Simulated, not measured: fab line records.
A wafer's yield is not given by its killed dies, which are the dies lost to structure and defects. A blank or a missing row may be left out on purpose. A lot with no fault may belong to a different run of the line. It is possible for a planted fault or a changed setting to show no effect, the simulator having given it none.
One fault seen from 2 desks    flow gf180mcu    every desk sees just its own numbers, and what lay behind them comes last

THE TOOL OWNER'S DESK: pvdSputter-02
At GF_M2_SPUTTER_01 (material TiN, target thk 30 nm, time 25 s) the tool's own readings: per lot run on this tool, the mean of the sampled wafers that have a number. Any lot whose mean is over 4 standard deviations away from the usual mean is out of limits and marked OUT; that distance is given in the brackets.
Columns: A = cathodeDcPowerW at GF_M2_SPUTTER_01, usual 6499.9 W; B = throttleValvePct at GF_M2_SPUTTER_01, usual 29.9 %
lot   first seen here  A                         B
L470  day 20 19:05     6500.3                    30.1
L471  day 20 23:31     6500.1                    30.2
L473  day 21 11:40     6500.8                    30.0
L478  day 23 16:32     6024.8 (-99 or more) OUT  30.3
Finding of this desk: L478 out of limits; the first was L478 at day 23 16:32, on cathodeDcPowerW at GF_M2_SPUTTER_01. L470, L471, L473 stayed within limits.

AT THE METROLOGY DESK
What the gauges read for every lot (on any tool): the sampled wafers with a number, averaged. Any lot whose mean is over 4 standard deviations away from the usual mean is out of limits and marked OUT; that distance is given in the brackets.
Columns: A = CONTACT_W_THK at GF_CONTACT_THK_MEAS_26, usual 296 nm; B = cdNm at GF_V1_CD_MEAS_14, usual 259.9 nm
lot   first seen here  A    B
L465  day 16 15:47     292  260.1
L466  day 16 20:21     300  260.4
L468  day 17 23:34     294  259.7
L469  day 18 02:19     294  258.9
L470  day 18 14:08     304  258.4
L471  day 18 19:19     296  260.5
L472  day 19 05:36     294  260.1
L473  day 19 08:14     292  261.9
L477  day 21 05:27     298  260.9
L478  day 21 14:05     300  258.7
L482  day 22 22:48     298  259.0
L486  day 24 04:18     299  259.8
L487  day 24 11:05     300  259.8
Finding of this desk: none of the 13 lots has anything out of limits.

ALL TOGETHER
At day 23 16:32, on L478, the tool owner's desk was in a position to raise an alarm.
Nothing out of limits was seen by the metrology desk.
The metrology desk has L478 on record, within its limits.
On pvdSputter-02, each named lot ran GF_M2_SPUTTER_01.

WHAT THE SIMULATOR HAD INSERTED
Process parameters drifting: pvdSputter-02 at GF_M2_SPUTTER_01, beginning at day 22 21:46. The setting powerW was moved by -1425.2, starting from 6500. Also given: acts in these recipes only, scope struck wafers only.
Shown lots that were struck: L478.
Time in hours from fault onset to the first out-of-limits reading at each desk: the tool owner's desk, 19.
